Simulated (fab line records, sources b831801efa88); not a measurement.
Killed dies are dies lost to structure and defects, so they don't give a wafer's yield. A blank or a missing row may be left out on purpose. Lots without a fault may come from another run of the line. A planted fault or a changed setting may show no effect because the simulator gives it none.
One fault seen from 2 desks | flow gf180mcu | each desk has only its own numbers; what lay behind them comes last

THE TOOL OWNER'S DESK: litho_track-03
The tool's own readings at GF_M3_SOFTBAKE_10 (time 60 s): means of the sampled wafers that have a number, for each lot that ran on this tool. A lot is out of limits, marked OUT, if its mean lies more than 4 standard deviations from the usual mean; the brackets give that distance.
Columns: A = run_length_s at GF_M3_SOFTBAKE_10, usual 89.32 s
lot  | first seen here | A
L483 | day 22 09:44    | 89.31
L492 | day 25 11:35    | 101.01 (+84) OUT
L494 | day 26 03:51    | 95.28 (+43) OUT
This desk's finding: out of limits on L492, L494; first on L492, day 25 11:35 (run_length_s at GF_M3_SOFTBAKE_10). In limits: L483.

THE METROLOGY DESK
What the gauges read, lot by lot, whatever tool the lot ran on: means of the sampled wafers that have a number. A lot is out of limits, marked OUT, if its mean lies more than 4 standard deviations from the usual mean; the brackets give that distance.
Columns: A = V2_W_THK at GF_V2_THK_MEAS_25, usual 346 nm; B = M3_ALCU_RS at GF_M3_RS_MEAS_05, usual 0.0700 ohm/sq; C = M3_ALCU_THK at GF_M3_THK_MEAS_06, usual 450 nm; D = cd_nm at GF_M3_CD_MEAS_14, usual 279.5 nm; E = M3_OVL at GF_M3_OVL_MEAS_15, usual 0 nm
lot  | first seen here | A   | B      | C   | D     | E
L483 | day 21 21:14    | 353 | 0.0713 | 446 | 280.0 | 1
L492 | day 24 23:43    | 338 | 0.0695 | 452 | 276.6 | -5
L494 | day 25 16:28    | 339 | 0.0701 | 454 | 279.9 | 5
L499 | day 27 00:16    | 341 | 0.0698 | 451 | 279.6 | -5
L500 | day 27 09:50    | 348 | 0.0704 | 448 | 279.3 | 3
L502 | day 28 00:26    | 357 | 0.0693 | 453 | 280.8 | -1
This desk's finding: nothing out of limits on any of the 6 lots.

PUT TOGETHER
The tool owner's desk could have raised an alarm at day 25 11:35, on L492, L494.
The metrology desk saw nothing out of limits.
The metrology desk has L492, L494 on record, within its limits.
Of the lots named, all ran GF_M3_SOFTBAKE_10 on litho_track-03.

WHAT THE SIMULATOR HAD PUT IN
Process parameter drift: litho_track-03, from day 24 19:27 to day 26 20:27, at GF_M3_SOFTBAKE_10. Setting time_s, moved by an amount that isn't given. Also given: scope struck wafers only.
Lots struck among those shown: L492, L494.
Hours from the fault's start to each desk's first reading out of limits: the tool owner's desk, 16.
